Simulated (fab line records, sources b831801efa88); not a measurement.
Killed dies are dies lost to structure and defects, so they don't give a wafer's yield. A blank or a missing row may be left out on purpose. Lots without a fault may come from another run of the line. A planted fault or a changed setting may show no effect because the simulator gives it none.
A struck lot beside a sound one | flow sky130 | 17 steps out of a route of 708
Sound: wafers L706.2, L706.3, L706.4. Struck: wafers L710.2, L710.3, L710.6. The cause comes at the end.
At each step with rows: each side's tool, then ch and its chambers, then its first start. Under that, the readings that differ: sound wafers | struck wafers | difference of the means | sigmas: that difference in standard deviations of wafers without a fault.
alike: readings whose means differ by less than 2 such deviations, and words and numbers that are the same on both sides. not compared: withheld readings, readings that some wafer has no value for, bounds like >300 that may hide the same value, and numbers for which the record gives no deviation and whose values overlap.
The two part at a step that has a row with sigmas, a row that says differs or no value, or rows on one side only. Numbers that don't overlap but have no deviation are shown without sigmas and don't part them. A reading that every wafer of one side lacks parts them only if that side has two wafers or more.

first, 2 steps without rows for these wafers: SKY_LOCAL_INTERCONNECT_PEB_09; SKY_LOCAL_INTERCONNECT_DEVELOP_10 (develop time 60 s).
SKY_LOCAL_INTERCONNECT_CD_MEAS_11: target cd 170 nm.
  sound on cd_sem-01, day 31 00:22; struck on cd_sem-01, day 32 03:58
  alike: cd_nm
SKY_LOCAL_INTERCONNECT_OVL_MEAS_12:
  sound on overlay-02, day 31 00:28; struck on overlay-02, day 32 04:04
  alike: LOCAL_INTERCONNECT_OVL
SKY_LOCAL_INTERCONNECT_ETCH_13: etches BARC in N2/H2, stops on SiO2, time 45.9 s, target depth 60 nm.
  sound on rie_metal-04 ch 0,1, day 31 00:30; struck on rie_metal-03 ch 1, day 32 04:06
  alike: bias_w, chamber_pressure_mTorr, drypump_motor_current_A, he_backside_leak_sccm, n2_flow_sccm, oes_product_au, throttle_valve_pct
  not compared: rf_hours_counter_h
SKY_LOCAL_INTERCONNECT_METAL_ETCH_14: etches TiN in Cl2/BCl3, stops on PSG, target depth 110 nm, time 31.4 s.
  sound on rie_metal-04 ch 0,1, day 31 00:34; struck on rie_metal-03 ch 1, day 32 04:10
  alike: bias_w, chamber_pressure_mTorr, drypump_motor_current_A, he_backside_leak_sccm, oes_product_au, throttle_valve_pct
  not compared: rf_hours_counter_h
SKY_LOCAL_INTERCONNECT_STRIP_15: strips in O2/N2.
  sound on plasma_asher-03 ch 0,1, day 31 00:37; struck on plasma_asher-01 ch 0, day 32 04:13
  alike: chamber_pressure_mTorr, drypump_motor_current_A, n2_flow_sccm, oes_product_au, strip_time_to_endpoint_s
  not compared: rf_hours_counter_h
then, 3 steps without rows for these wafers: SKY_LOCAL_INTERCONNECT_STRIP_16 (strips in post etch residue remover, time 1200 s); SKY_LOCAL_INTERCONNECT_CLEAN_17 (cleans in IPA, time 180 s); SKY_LOCAL_INTERCONNECT_CLEAN_18 (cleans in O3/DIW).
SKY_CONTACT_CVD_00: deposits Si3N4, target thk 75 nm.
  sound on pecvd-03 ch 0,2, day 31 01:12; struck on pecvd-01 ch 0,2, day 32 04:50
  alike: heater_power_w
SKY_CONTACT_THK_MEAS_01:
  sound on film_metro-04, day 31 01:15; struck on film_metro-04, day 32 04:52
  alike: CONTACT_CVD_00_THK
SKY_CONTACT_HDPCVD_02: deposits SiO2, target thk 565 nm, time 94.2 s.
  sound on hdpcvd-02 ch 0,1,2, day 31 01:18; struck on hdpcvd-02 ch 0,1, day 32 04:55
  reading                                     | sound             | struck            | difference | sigmas
  sih4_flow_sccm (sccm)                       | 60.20 59.80 60.21 | 71.97 71.80 71.97 | +11.84     | +70
  model.SiO2_of_CONTACT_HDPCVD_02.thk_nm (nm) | 578.7 578.9 569.3 | 685.2 683.4 687.6 | +109.8     |
  alike: pressure_mtorr
SKY_CONTACT_THK_MEAS_03:
  sound on film_metro-03, day 31 01:23; struck on film_metro-02, day 32 05:00
  reading                 | sound       | struck      | difference | sigmas
  CONTACT_HDPCVD_THK (nm) | 579 578 569 | 685 683 688 | +110       | +15
SKY_CONTACT_CMP_04: polishes SiO2.
  sound on cmp-01 ch 1,2,3, day 31 01:26; struck on cmp-02 ch 1,2,3, day 32 05:09
  reading                | sound    | struck      | difference | sigmas
  time_to_endpoint_s (s) | 90 93 86 | 121 126 122 | +33        | +7
  alike: motor_current_A
SKY_CONTACT_BOW_MEAS_05:
  sound on film_metro-04, day 31 01:45; struck on film_metro-04, day 32 05:22
  alike: CONTACT_BOW
then, 1 step without rows for these wafers: SKY_PAD_OPEN_PROBE_99.

WHERE THEY PART
First at SKY_CONTACT_HDPCVD_02; last, within this record, at SKY_CONTACT_CMP_04. Later steps at which nothing parts them and some readings are alike: SKY_CONTACT_BOW_MEAS_05.

WHY: what the simulator had put in
Process parameter drift: hdpcvd-02, from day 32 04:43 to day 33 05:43, at SKY_CONTACT_HDPCVD_02. Setting sih4_flow_sccm, moved by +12, from 60. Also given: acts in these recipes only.
